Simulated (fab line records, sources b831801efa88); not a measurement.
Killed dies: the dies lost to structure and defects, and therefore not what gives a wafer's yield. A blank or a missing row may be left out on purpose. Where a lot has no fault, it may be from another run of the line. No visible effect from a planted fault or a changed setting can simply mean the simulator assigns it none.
What tool caused it? | flow sky130 | 39 wafers from 13 lots sampled at 4 of the route's 708 steps

WHAT THE GAUGES READ, wafer by wafer
SKY_VT_ADJUST_HVTR_CD_MEAS_07: target cd 380 nm. Usual: 379.6 nm for cd nm, sd 3.
lot  | measured     | on        | cd nm (nm)        | flag
L586 | day 9 10:43  | cd sem-02 | 381.4 379.1 380.7 |
L588 | day 10 04:29 | cd sem-02 | 381.3 380.3 380.5 |
L589 | day 10 08:59 | cd sem-02 | 382.9 379.6 377.5 |
L590 | day 10 13:17 | cd sem-01 | 377.1 378.5 376.9 |
L591 | day 10 23:58 | cd sem-01 | 384.3 384.9 382.3 |
L592 | day 11 02:59 | cd sem-01 | 371.7 371.0 372.2 |
L594 | day 11 22:44 | cd sem-01 | 378.0 377.8 377.3 |
L596 | day 12 04:15 | cd sem-01 | 385.0 387.6 386.7 |
L598 | day 12 22:26 | cd sem-02 | 384.9 384.3 383.5 |
L603 | day 14 21:38 | cd sem-01 | 381.6 381.0 380.5 |
L604 | day 15 07:38 | cd sem-02 | 376.6 374.0 376.2 |
L605 | day 15 07:56 | cd sem-01 | 380.8 385.0 383.6 |
L609 | day 16 17:56 | cd sem-02 | 381.8 380.8 382.0 |

SKY_POLY_GATE_THK_MEAS_04. Usual: POLY_GATE_CVD_03_THK gives 75.2 nm (standard deviation 0.68).
lot  | measured     | on            | POLY_GATE_CVD_03_THK (nm) | flag
L586 | day 15 15:38 | film metro-02 | 75.0 73.9 74.3            |
L588 | day 16 01:19 | film metro-01 | 75.2 74.7 74.5            |
L589 | day 16 05:16 | film metro-01 | 74.2 74.7 74.4            |
L590 | day 16 07:40 | film metro-01 | 75.3 76.1 75.5            |
L591 | day 16 22:44 | film metro-02 | 75.8 75.4 75.8            |
L592 | day 17 05:16 | film metro-04 | 75.5 76.7 75.7            |
L594 | day 18 05:55 | film metro-01 | 76.0 76.3 76.0            |
L596 | day 18 11:38 | film metro-01 | 76.1 75.8 76.7            |
L598 | day 19 03:52 | film metro-02 | 75.0 75.5 75.3            |
L603 | day 21 19:44 | film metro-04 | 73.9 74.9 75.0            |
L604 | day 22 07:20 | film metro-01 | 75.0 75.1 74.7            |
L605 | day 22 05:58 | film metro-01 | 75.6 75.5 75.3            |
L609 | day 23 18:06 | film metro-01 | 75.3 75.2 75.3            |

WHICH TOOL RAN EACH LOT (tool, then ch and the chambers of the sampled wafers, then the start)
lot  | SKY_VT_ADJUST_LVTN_STRIP_20          | SKY_RES_PROTECT_SOFTBAKE_03
L586 | plasma asher-04 ch 0,1, day 7 16:29  | litho track-03 ch 0, day 15 00:31
L588 | plasma asher-04 ch 0,1, day 8 09:17  | litho track-01 ch 0, day 15 09:42
L589 | plasma asher-03 ch 0,1, day 8 14:07  | litho track-02 ch 0, day 15 12:40
L590 | plasma asher-04 ch 0,1, day 8 18:04  | litho track-03 ch 0, day 15 16:32
L591 | plasma asher-01 ch 0,1, day 9 04:34  | litho track-01 ch 0, day 16 02:46
L592 | plasma asher-04 ch 0,1, day 9 07:35  | litho track-02 ch 0, day 16 09:49
L594 | plasma asher-01 ch 0,1, day 10 00:52 | litho track-01 ch 0, day 17 10:30
L596 | plasma asher-04 ch 0,1, day 10 07:07 | litho track-02 ch 0, day 17 16:49
L598 | plasma asher-04 ch 0,1, day 10 23:37 | litho track-03 ch 0, day 18 10:47
L603 | plasma asher-01 ch 0,1, day 12 19:46 | litho track-01 ch 0, day 21 01:54
L604 | plasma asher-04 ch 0,1, day 13 03:10 | litho track-02 ch 0, day 21 13:43
L605 | plasma asher-03 ch 1, day 13 03:13   | litho track-01 ch 0, day 21 12:39
L609 | plasma asher-03 ch 0,1, day 14 11:55 | litho track-02 ch 0, day 22 19:04
- SKY_VT_ADJUST_LVTN_STRIP_20: strips in O2/N2.
- SKY_RES_PROTECT_SOFTBAKE_03: time 60 s.

AS READ BY THE TOOLS THEMSELVES (means over the sampled wafers that have a number; for cases with no such wafer, the mark the record gives instead)
SKY_VT_ADJUST_LVTN_STRIP_20. Usual: drypump motor current A 5.8 A, standard deviation 0.51; oes product au 0.716 a.u., standard deviation 0.0046; strip time to endpoint s 14.20 s, standard deviation 0.035.
lot  | tool            | drypump motor current A (A) | oes product au (a.u.) | strip time to endpoint s (s) | flag
L586 | plasma asher-04 | 5.8                         | 0.712                 | 14.18                        |
L588 | plasma asher-04 | 5.4                         | 0.715                 | 14.15                        |
L589 | plasma asher-03 | 6.2                         | 0.713                 | 14.25                        |
L590 | plasma asher-04 | 5.8                         | 0.713                 | 14.22                        |
L591 | plasma asher-01 | 5.8                         | 0.716                 | 14.18                        |
L592 | plasma asher-04 | 5.8                         | 0.719                 | 14.20                        |
L594 | plasma asher-01 | 5.8                         | 0.718                 | 14.21                        |
L596 | plasma asher-04 | 5.5                         | 0.713                 | 14.23                        |
L598 | plasma asher-04 | 5.4                         | 0.717                 | 14.20                        |
L603 | plasma asher-01 | 5.8                         | 0.714                 | 14.17                        |
L604 | plasma asher-04 | 5.5                         | 0.713                 | 14.21                        |
L605 | plasma asher-03 | 6.5                         | 0.717                 | 14.17                        |
L609 | plasma asher-03 | 5.8                         | 0.712                 | 14.15                        |

SKY_RES_PROTECT_SOFTBAKE_03. Usual: heater power total W 55.62 W, standard deviation 0.053; resist line temp C 22.98 C, standard deviation 0.11; run length s 89.21 s, standard deviation 0.22.
lot  | tool           | heater power total W (W) | resist line temp C (C) | run length s (s) | flag
L586 | litho track-03 | 55.56                    | 23.14                  | 89.71            |
L588 | litho track-01 | 55.65                    | 22.99                  | 89.10            |
L589 | litho track-02 | 55.62                    | 22.97                  | 89.17            |
L590 | litho track-03 | 55.57                    | 23.01                  | 89.69            |
L591 | litho track-01 | 55.60                    | 22.97                  | 89.16            |
L592 | litho track-02 | 55.60                    | 23.08                  | 89.29            |
L594 | litho track-01 | 55.65                    | 23.02                  | 89.12            |
L596 | litho track-02 | 55.65                    | 22.96                  | 89.22            |
L598 | litho track-03 | 55.63                    | 22.73                  | 89.53            |
L603 | litho track-01 | 57.60                    | 22.98                  | 83.32            | OFF
L604 | litho track-02 | 55.59                    | 23.02                  | 89.24            |
L605 | litho track-01 | 57.59                    | 22.98                  | 83.28            | OFF
L609 | litho track-02 | 55.63                    | 22.87                  | 89.09            |

THE ANSWER, worked out from the rows above alone
Rule: take the mean of a lot's wafers that have a number; if it is more than 3 standard deviations from the usual mean, the lot is off. Also off: a lot with no number at a reading for which 4 or more lots have one. The other lots that the step has rows for count as sound. The gauges are gone through in route order, then the tools' own readings, and for those a lot's mean is taken as printed above. At the first step where some lot is off, the reading lying furthest off is the one used; lots without a number count as furthest.
Off at SKY_RES_PROTECT_SOFTBAKE_03 (heater power total W): L603, L605.
If a tool, at that step or one of the process steps before it, ran each lot that is off and ran no sound lot following the first of them, it fits. One fits: SKY_RES_PROTECT_SOFTBAKE_03 on litho track-01. Its last sound lot is L594 (day 17 10:30), its first lot that is off L603 (day 21 01:54): a fault that began between those two fits.
The tool's own readings at SKY_RES_PROTECT_SOFTBAKE_03 bear it out: on the lots that are off they differ by more than 5 times the standard deviation of the sound lots' means. heater power total W reads 57.59 W there against 55.61 W on the sound lots; run length s reads 83.30 s there against 89.30 s on the sound lots.

WHAT THE SIMULATOR PUT IN
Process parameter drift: litho track-01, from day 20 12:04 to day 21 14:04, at SKY_RES_PROTECT_SOFTBAKE_03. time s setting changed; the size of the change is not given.
Lots struck among those shown: L603, L605. The rule above found the same.
